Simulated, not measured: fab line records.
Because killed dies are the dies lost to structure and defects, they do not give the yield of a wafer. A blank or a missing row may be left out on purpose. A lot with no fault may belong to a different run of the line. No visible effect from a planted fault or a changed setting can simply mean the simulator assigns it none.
Comparing a struck lot with a sound one + flow sky130 + 15 steps out of a route of 708
Sound: these wafers, L622.1, L622.4, L622.5. Struck: wafer L612.1 (left out: L612.3, L612.4 of the same lot, which were not struck); the cause appears at the end.
Each step with rows lists, per side, the tool, then ch with its chambers, then its first start. Under that, the readings that differ: sound wafers + struck wafers + difference of the means + sigmas: that difference in standard deviations of wafers without a fault.
alike: same words and numbers on both sides, and readings whose means sit less than 2 such deviations apart. not compared: any withheld reading, any reading some wafer has no value for, any bound like >300 that may hide the same value, and any number with overlapping values for which the record gives no deviation.
Wherever a step has rows on one side only, a row that says differs or no value, or a row with sigmas, the two part there. Non-overlapping numbers with no deviation appear without sigmas and do not part them. A reading missing from all wafers of one side parts the sides only when that side holds two or more wafers.

first, 4 steps without rows for these wafers: SKY_VIA3_STRIP_16 (strips in O2/N2); SKY_VIA3_STRIP_17 (strips in post etch residue remover, time 1200 s); SKY_VIA3_CLEAN_18 (cleans in IPA, time 180 s); SKY_VIA3_CLEAN_19 (cleans in O3/DIW).
SKY_VIA3_SPUTTER_20: material TiN, target thk 20 nm, time 80 s.
  struck on pvdSputter-03, day 40 22:59; sound on pvdSputter-02, day 43 03:48
  alike: chamberPressurePa, throttleValvePct
SKY_VIA3_CVD_21: deposits W, target thk 390 nm, time 117.31 s.
  sound on cvdW-02 ch 0, day 43 03:52; struck on cvdW-01 ch 1, day 40 23:03
| reading          | sound          | struck | difference | sigmas |
|------------------|----------------|--------|------------|--------|
| heaterPowerW (W) | 1049 1059 1027 | 816    | -229       | -2     |
SKY_VIA3_RS_MEAS_22: a four-point-probe measurement.
  struck on filmMetro-01, day 40 23:10; sound on filmMetro-03, day 43 03:59
  alike: VIA3_W_RS
SKY_VIA3_THK_MEAS_23: measures by xrf.
  struck on filmMetro-01, day 40 23:17; sound on filmMetro-03, day 43 04:06
  alike: VIA3_W_THK
then, 1 step without rows for these wafers: SKY_VIA3_CMP_24 (polishes, stops on SiO2, t overpolish 20 s, target thk 0 nm).
SKY_METAL4_SPUTTER_00: material Ti, target thk 15 nm, time 10 s.
  struck on pvdSputter-04, day 40 23:39; sound on pvdSputter-01, day 43 04:28
  alike: chamberPressurePa, throttleValvePct
SKY_METAL4_SPUTTER_01: material TiN, target thk 20 nm, time 16.7 s.
  struck on pvdSputter-04, day 40 23:40; sound on pvdSputter-01, day 43 04:29
  alike: chamberPressurePa, throttleValvePct
SKY_METAL4_SPUTTER_02: material AlCu, target thk 735 nm, time 39.1 s.
  struck on pvdSputter-04, day 40 23:42; sound on pvdSputter-01, day 43 04:31
  alike: chamberPressurePa, throttleValvePct
SKY_METAL4_SPUTTER_03: material Ti, target thk 5 nm, time 3.3 s.
  struck on pvdSputter-04, day 40 23:44; sound on pvdSputter-01, day 43 04:33
| reading                | sound                | struck | difference | sigmas |
|------------------------|----------------------|--------|------------|--------|
| chamberPressurePa (Pa) | 0.4012 0.4012 0.3998 | 0.3514 | -0.0493    | -35    |
| throttleValvePct (%)   | 28.4 29.5 29.6       | 31.7   | +2.5       | +4     |
then, 1 step without rows for these wafers: SKY_METAL4_SPUTTER_04 (material TiN, target thk 70 nm, time 58.3 s).
-- the record jumps here: 6 days lie between the struck wafers' starts before and after (it left off in module METAL4 and takes up again in module PAD_OPEN, whose first step shown is number 708 of the route) --
SKY_PAD_OPEN_PROBE_99:
  struck on prober-02, day 46 20:03; sound on prober-01, day 48 16:57
  alike: defectLimitedYield, killed_at_M0_to_M3, killed_at_M4_up, killedAtContacts, killedAtFrontEnd, killedAtOther, killedDies, killedOpen, killedShort, sort_bin_3_pad_short, sort_bin_5_function, sort_bin_6_memory, sortNPass, sortYieldPct

## WHERE THEY PART
At SKY_VIA3_CVD_21 first; at SKY_METAL4_SPUTTER_03 last (within this record only). Later steps at which nothing parts them and some readings are alike: SKY_PAD_OPEN_PROBE_99.

WHY: the cause the simulator had injected
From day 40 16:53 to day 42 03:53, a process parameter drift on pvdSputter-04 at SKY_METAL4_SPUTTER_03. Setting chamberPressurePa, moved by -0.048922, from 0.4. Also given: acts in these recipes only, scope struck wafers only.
